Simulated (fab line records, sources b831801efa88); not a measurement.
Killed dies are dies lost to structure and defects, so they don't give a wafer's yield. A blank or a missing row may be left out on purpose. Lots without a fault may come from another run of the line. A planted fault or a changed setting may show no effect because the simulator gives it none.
Split-lot experiment | flow sky130 | 5 lots, 23 wafers read, on a route of 708 steps

THE SPLIT
At SKY_VIA1_ETCH_14 (etches BARC in N2/H2, stops on SiO2, time 45.9 s, target depth 60 nm), the setting time_s was moved away from the recipe's 45.9 s on 6 of the 23 wafers read, by -9.9% to +9.0%. The other wafers ran this setting at the recipe's value.

The reading is taken at the split's own step.

THE READING
oes_product_au, in a.u., at SKY_VIA1_ETCH_14 (etches BARC in N2/H2, stops on SiO2, time 45.9 s, target depth 60 nm). Fault-free wafers of this fab line usually give 0.855 a.u., standard deviation 0.0053 a.u..

wafer  | tool, chamber at the split | time_s as run, s | against the recipe | oes_product_au, a.u. | against lot-mates on the recipe
L074.1 | rie_diel-03, 1             | 45.9             | recipe             | 0.853                | -
L074.3 | rie_diel-03, 0             | 41.36            | -9.9%              | 0.909                | +0.055
L074.4 | rie_diel-03, 2             | 45.9             | recipe             | 0.860                | -
L074.5 | rie_diel-03, 1             | 41.36            | -9.9%              | 0.909                | +0.055
L074.6 | rie_diel-03, 2             | 45.9             | recipe             | 0.850                | -
L075.1 | rie_diel-01, 0             | 43.62            | -5.0%              | 0.873                | +0.026
L075.3 | rie_diel-01, 2             | 43.62            | -5.0%              | 0.887                | +0.040
L075.4 | rie_diel-01, 1             | 45.9             | recipe             | 0.849                | -
L075.5 | rie_diel-01, 3             | 45.9             | recipe             | 0.838                | -
L075.6 | rie_diel-01, 2             | 45.9             | recipe             | 0.854                | -
L078.2 | rie_diel-01, 0             | 45.9             | recipe             | 0.855                | -
L078.3 | rie_diel-01, 2             | 45.9             | recipe             | 0.856                | -
L078.4 | rie_diel-01, 1             | 50.02            | +9.0%              | 0.830                | -0.024
L078.5 | rie_diel-01, 1             | 50.02            | +9.0%              | 0.838                | -0.016
L078.6 | rie_diel-01, 2             | 45.9             | recipe             | 0.850                | -
L079.1 | rie_diel-03, 0             | 45.9             | recipe             | 0.857                | -
L079.2 | rie_diel-03, 1             | 45.9             | recipe             | 0.857                | -
L079.3 | rie_diel-03, 2             | 45.9             | recipe             | 0.864                | -
L081.2 | rie_diel-04, 3             | 45.9             | recipe             | 0.857                | -
L081.3 | rie_diel-04, 0             | 45.9             | recipe             | 0.857                | -
L081.4 | rie_diel-04, 3             | 45.9             | recipe             | 0.857                | -
L081.5 | rie_diel-04, 0             | 45.9             | recipe             | 0.861                | -
L081.6 | rie_diel-04, 1             | 45.9             | recipe             | 0.852                | -

THE FIT
A straight line over all 23 wafers: oes_product_au changes by -0.00409 a.u. for each +1% of time_s; r = -0.91; the points scatter about the line by 0.0083 a.u..
The same after taking each lot's own level away (the mean of its wafers on the recipe; 23 wafers): -0.00423 a.u. for each +1%; r = -0.92; scatter 0.0081 a.u..
On that fit, the largest move of time_s shifts the reading by 0.042 a.u..
The lots' own levels span 0.8470 to 0.8593 a.u., that is 2.3 times the standard deviation above.
So the lot-to-lot level changes the slope little: the two slopes agree.
Check: with one of the wafers moved furthest among these (-9.9%) left out of the fit, the line predicts +0.0423 a.u. for it against its lot-mates. It came out at +0.0547 a.u. against them.
Tool readings at the split's step, against how far the setting was moved: oes_product_au r = -0.91.

THE WHOLE CHAIN: every reading that the file lists as answering this split, in the file's order
step             | what it does                                                         | reading                                                                           | change (the file's fit)                   | r (the file's)
SKY_VIA1_ETCH_14 | etches BARC in N2/H2, stops on SiO2, time 45.9 s, target depth 60 nm | oes_product_au                                                                    | -0.00434 a.u. for each +1% of the setting | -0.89
SKY_VIA1_ETCH_14 | etches BARC in N2/H2, stops on SiO2, time 45.9 s, target depth 60 nm | KrF-thick_of_VIA1_COAT_07.thk_nm (the simulator's own value, which no gauge read) | -0.458 nm for each +1% of the setting     | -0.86

THE FILE'S OWN FIT
oes_product_au changes by -0.00434 a.u. for each +1% of time_s, r = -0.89.
